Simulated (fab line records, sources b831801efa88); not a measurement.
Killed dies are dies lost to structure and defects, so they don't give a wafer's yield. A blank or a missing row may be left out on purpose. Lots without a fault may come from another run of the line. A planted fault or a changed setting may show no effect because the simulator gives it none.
Problem report in the 8D (eight disciplines) form, filled by code | flow sky130 | the parts of the form that need people (team, actions taken, sign-off) are left out

1. THE PROBLEM
VIA1_W_RS at SKY_VIA1_RS_MEAS_22 reads a mean of 0.471 ohm/sq on 1 wafer of 1 lot; wafers without a fault read 0.430 ohm/sq with a standard deviation of 0.0046. That is +8.9 standard deviations from the usual mean.
The step: measures by four-point-probe.
First seen on wafer L581.4, day 39 08:32, on film_metro-03. The record holds 32 wafers of 11 lots with a number at this step. Rule for "out", or "out of limits": more than 4 standard deviations from the usual mean. The other wafers with a number count as sound.

2. WHAT IT IS AND WHAT IT IS NOT
question                    | is                | is not
which readings at this step | VIA1_W_RS         | -
which lots                  | L581              | L570, L572, L582, L585, L587, L588, L589, L591, L592, L593
which wafers of those lots  | L581.4            | L581.6
read on which gauges        | film_metro-03     | film_metro-01, film_metro-02
when                        | from day 39 08:32 | up to then (7 sound wafers); but 24 sound wafers of L582, L585, L587, L588, L589, L591, L592, L593 came after

3. SUSPECTS, AND WHAT RULES EACH OUT
Counting: a tool at a process step up to the reading stays a suspect if it ran every lot that is out. Sound lots after the first of them don't rule it out here, since some wafers of a struck lot are sound.
- the gauge at SKY_VIA1_RS_MEAS_22: kept. All the wafers that are out were read on film_metro-03, and no step on other tools shows them out.
- pvd_sputter-03 at SKY_METAL1_SPUTTER_00 (material Ti, target thk 15 nm, time 10 s): kept. It ran the lot that is out, L581 (day 37 01:44).
- rie_metal-01 at SKY_METAL1_DESCUM_17 (chemistry O2, time 8 s): kept. It ran the lot that is out, L581 (day 38 04:14).
- cvd_w-01 at SKY_VIA1_CVD_21 (deposits W, target thk 270 nm, time 80.902 s): kept. It ran the lot that is out, L581 (day 39 08:25); its last sound lot up to then is L570 (day 35 12:38).
- Within cvd_w-01 at SKY_VIA1_CVD_21: the wafers that are out ran in chamber 1; their sound lot-mates ran in chamber 0.
Left after counting: pvd_sputter-03 at SKY_METAL1_SPUTTER_00, rie_metal-01 at SKY_METAL1_DESCUM_17, cvd_w-01 at SKY_VIA1_CVD_21, film_metro-03 at SKY_VIA1_RS_MEAS_22.

4. THE CAUSE (what the simulator had put in)
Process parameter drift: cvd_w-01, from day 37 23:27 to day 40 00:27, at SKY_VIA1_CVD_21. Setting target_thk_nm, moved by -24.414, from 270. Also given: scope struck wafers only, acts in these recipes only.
Counting left 4 suspects, and this tool is among them.

5. THE CHAIN OF EFFECTS, in route order
Each row: a reading whose mean over the struck wafers that have a number lies more than 3 standard deviations from the usual. Only readings for which the record gives a usual standard deviation are gone through. hours: the time from each lot's start at the first step in this table that gives one to its start at this step, as a median over the lots. sigmas: the change in usual standard deviations.
hours | step                 | reading    | usual        | on struck wafers | change | sigmas
0     | SKY_VIA1_RS_MEAS_22  | VIA1_W_RS  | 0.430 ohm/sq | 0.471            | +0.041 | +8.9
0     | SKY_VIA1_THK_MEAS_23 | VIA1_W_THK | 273 nm       | 248              | -25    | -7.8

6. WHAT WOULD HAVE CAUGHT IT SOONER
In this record the first reading out of limits at a measuring or inspecting step was taken at day 39 08:32, 33 hours after the fault began at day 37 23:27.
Of the tool readings at SKY_VIA1_CVD_21 for which the record gives a usual standard deviation, none was out on any struck wafer, so an alarm limit of 4 standard deviations on them would not have fired.
All the lots that are out (1) had begun SKY_VIA1_CVD_21 on cvd_w-01 by day 39 08:32. A hold on the tool at that time would have spared none of them.
